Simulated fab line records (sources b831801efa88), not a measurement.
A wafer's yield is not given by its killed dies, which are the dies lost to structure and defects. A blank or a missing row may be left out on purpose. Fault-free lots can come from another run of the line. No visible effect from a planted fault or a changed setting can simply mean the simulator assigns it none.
Which tool is to blame?    flow gf180mcu    36 wafers from 12 lots sampled at 6 of the route's 602 steps

## WHAT THE GAUGES READ, wafer by wafer
GF_HV_LDD_THK_MEAS_57.
lot   measured      on            HV_LDD_CVD_56_THK (nm)
L932  day 12 17:22  filmMetro-03  89.6 89.7 89.6
L934  day 13 11:10  filmMetro-02  89.4 90.5 90.5
L935  day 13 22:43  filmMetro-02  88.9 88.6 88.0
L937  day 14 04:01  filmMetro-03  90.8 91.1 91.0
L938  day 14 11:08  filmMetro-03  90.5 89.8 89.6
L940  day 15 06:34  filmMetro-04  89.8 90.1 90.1
L941  day 15 11:28  filmMetro-04  90.4 90.5 91.1
L942  day 15 20:00  filmMetro-03  89.5 89.7 89.6
L943  day 16 12:44  filmMetro-03  88.4 88.3 88.7
L944  day 16 14:11  filmMetro-03  91.1 90.9 91.3
L946  day 17 23:17  filmMetro-04  89.3 88.9 89.4
L947  day 18 09:57  filmMetro-02  91.0 91.4 90.5

GF_NSD_TW_MEAS_12.
lot   measured      on            NSD_TW
L932  day 13 13:44  filmMetro-04  4193 4232 4233
L934  day 14 07:17  filmMetro-02  4251 4266 4254
L935  day 14 19:53  filmMetro-01  4282 4313 4302
L937  day 15 01:03  filmMetro-02  4250 4234 4266
L938  day 15 09:13  filmMetro-01  4287 4270 4274
L940  day 16 03:49  filmMetro-04  4167 4184 4144
L941  day 16 09:16  filmMetro-04  4173 4150 4164
L942  day 16 18:31  filmMetro-02  4255 4240 4246
L943  day 17 11:50  filmMetro-02  4274 4250 4272
L944  day 17 13:14  filmMetro-02  4274 4283 4276
L946  day 18 22:59  filmMetro-04  4200 4190 4228
L947  day 19 09:33  filmMetro-02  4265 4225 4261

GF_PSD_RS_MEAS_14: the measuring method here is four-point-probe.
lot   measured      on            NSD_RS (ohm/sq)
L932  day 14 10:29  filmMetro-04  46.02 46.05 46.15
L934  day 15 04:28  filmMetro-01  46.15 46.26 46.20
L935  day 15 17:05  filmMetro-04  46.16 46.16 46.16
L937  day 15 21:41  filmMetro-02  46.10 46.09 46.05
L938  day 16 06:08  filmMetro-02  46.30 46.22 46.17
L940  day 17 02:41  filmMetro-02  46.18 46.13 46.12
L941  day 17 08:02  filmMetro-02  46.21 46.25 46.15
L942  day 17 17:22  filmMetro-04  46.13 46.18 46.23
L943  day 18 11:40  filmMetro-04  46.38 46.18 46.13
L944  day 18 13:22  filmMetro-04  46.08 46.12 46.10
L946  day 19 22:56  filmMetro-02  42.27 42.16 42.13
L947  day 20 09:17  filmMetro-04  41.97 42.02 42.02

GF_PSD_RS_MEAS_15: the measuring method here is four-point-probe.
lot   measured      on            PSD_RS (ohm/sq)
L932  day 14 10:36  filmMetro-04  108.17 108.23 108.45
L934  day 15 04:35  filmMetro-01  109.06 108.91 108.88
L935  day 15 17:13  filmMetro-04  108.73 108.88 108.85
L937  day 15 21:48  filmMetro-02  108.22 108.21 108.47
L938  day 16 06:15  filmMetro-02  108.85 108.72 108.90
L940  day 17 02:48  filmMetro-02  108.82 108.69 108.56
L941  day 17 08:09  filmMetro-02  108.46 108.84 108.75
L942  day 17 17:29  filmMetro-04  108.59 108.73 109.10
L943  day 18 11:47  filmMetro-04  108.93 109.08 108.84
L944  day 18 13:29  filmMetro-04  108.61 108.46 108.61
L946  day 19 23:04  filmMetro-02  101.72 101.46 101.86
L947  day 20 09:25  filmMetro-04  101.47 101.31 101.34

## WHICH TOOL RAN EACH LOT (tool, then ch and the chambers of the sampled wafers, then the start)
lot   GF_HV_LDD_ETCHBACK_58              GF_PSD_RTA_13
L932  rieDiel-01 ch 0,1,3, day 12 17:26  rtpAnneal-01 ch 0, day 14 10:24
L934  rieDiel-01 ch 1,2,3, day 13 11:13  rtpAnneal-01 ch 0, day 15 04:22
L935  rieDiel-01 ch 1,2,3, day 13 22:46  rtpAnneal-01 ch 0, day 15 17:00
L937  rieDiel-01 ch 0,1, day 14 04:02    rtpAnneal-01 ch 0, day 15 21:35
L938  rieDiel-03 ch 0,1,2, day 14 11:12  rtpAnneal-02 ch 0, day 16 06:02
L940  rieDiel-02 ch 0,2,3, day 15 06:36  rtpAnneal-01 ch 0, day 17 02:34
L941  rieDiel-01 ch 1,2,3, day 15 11:29  rtpAnneal-02 ch 0, day 17 07:56
L942  rieDiel-01 ch 0,2,3, day 15 20:02  rtpAnneal-01 ch 0, day 17 17:16
L943  rieDiel-03 ch 1,2,3, day 16 12:48  rtpAnneal-02 ch 0, day 18 11:35
L944  rieDiel-02 ch 0,2,3, day 16 14:14  rtpAnneal-02 ch 0, day 18 13:16
L946  rieDiel-02 ch 2,3, day 17 23:20    rtpAnneal-02 ch 0, day 19 22:51
L947  rieDiel-03 ch 0,1,2, day 18 10:00  rtpAnneal-02 ch 0, day 20 09:12
- GF_HV_LDD_ETCHBACK_58: etches Si3N4 in CH3F/O2, stops on SiO2, time 100 s, target depth 90 nm.
- GF_PSD_RTA_13: time 20 s.

## AS READ BY THE TOOLS THEMSELVES (means over the sampled wafers that have a number; for cases with no such wafer, the mark the record gives instead)
GF_HV_LDD_ETCHBACK_58.
lot   tool        drypumpMotorCurrentA (A)  oesProductAu (a.u.)  throttleValvePct (%)
L932  rieDiel-01  5.6                       0.839                10.569
L934  rieDiel-01  5.5                       0.844                10.557
L935  rieDiel-01  5.5                       0.836                10.570
L937  rieDiel-01  5.5                       0.845                10.566
L938  rieDiel-03  5.6                       0.844                10.563
L940  rieDiel-02  6.1                       0.846                10.553
L941  rieDiel-01  5.5                       0.840                10.553
L942  rieDiel-01  5.4                       0.839                10.569
L943  rieDiel-03  5.7                       0.832                10.557
L944  rieDiel-02  6.1                       0.844                10.565
L946  rieDiel-02  6.0                       0.837                10.559
L947  rieDiel-03  5.6                       0.848                10.562

GF_PSD_RTA_13.
lot   tool          lampPowerPct (%)  runLengthS (s)  wafer_temp_C_max
L932  rtpAnneal-01  40                49.35           1029.9
L934  rtpAnneal-01  40                49.03           1030.6
L935  rtpAnneal-01  40                49.07           1031.5
L937  rtpAnneal-01  40                49.19           1029.5
L938  rtpAnneal-02  34                49.14           1030.4
L940  rtpAnneal-01  40                49.13           1030.3
L941  rtpAnneal-02  34                49.00           1029.4
L942  rtpAnneal-01  40                49.23           1029.8
L943  rtpAnneal-02  34                49.30           1031.4
L944  rtpAnneal-02  34                48.99           1030.2
L946  rtpAnneal-02  34                71.94           1030.8
L947  rtpAnneal-02  34                71.78           1029.9

## THE ANSWER, worked out from the rows above alone
Rule: the usual values come from the lots themselves. The widest of any qualifying gaps counts: lots, ordered by their means at a reading, are off when they make up no more than a third of the lots, leave a main group of 4 or more, and stand apart from it by 3 or more times the standard deviation of that group's means. The tables above print the reading to a certain number of digits; a main group whose means all agree to those digits is not used. A lot without any number at a reading at which 4 lots or more have one is off too. Any other lot the step has rows for is counted as sound. The gauges are gone through in route order, then the tools' own readings, and for those a lot's mean is taken as printed above. At the first step where some lot is off, the reading lying furthest off is the one used; lots without a number count as furthest.
Off: L946, L947, seen at GF_PSD_RS_MEAS_14 (NSD_RS). The main group has a mean of 46.16 ohm/sq with a standard deviation of 0.056.
A tool fits if, at a process step before that reading, it ran every lot that is off, and no sound lot after the first of them. The gauges at GF_PSD_RS_MEAS_14 aren't tried: what is off there is off at GF_PSD_RTA_13 too, on other tools, and a gauge's error can't cause that. One fits: GF_PSD_RTA_13 on rtpAnneal-02. A fault onset in the window from L944 (day 18 13:16, its last sound lot) to L946 (day 19 22:51, its first lot off) fits.
On the lots that are off, the tool's own readings at GF_PSD_RTA_13 differ by more than 5 times the standard deviation of the sound lots' means, which bears it out; runLengthS reads 71.86 s there versus 49.14 s on the sound lots.

## WHAT HAD BEEN PUT IN BY THE SIMULATOR
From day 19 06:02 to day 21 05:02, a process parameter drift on rtpAnneal-02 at GF_PSD_RTA_13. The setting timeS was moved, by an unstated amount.
Shown lots that were struck: L946, L947. The same result came from the rule above.
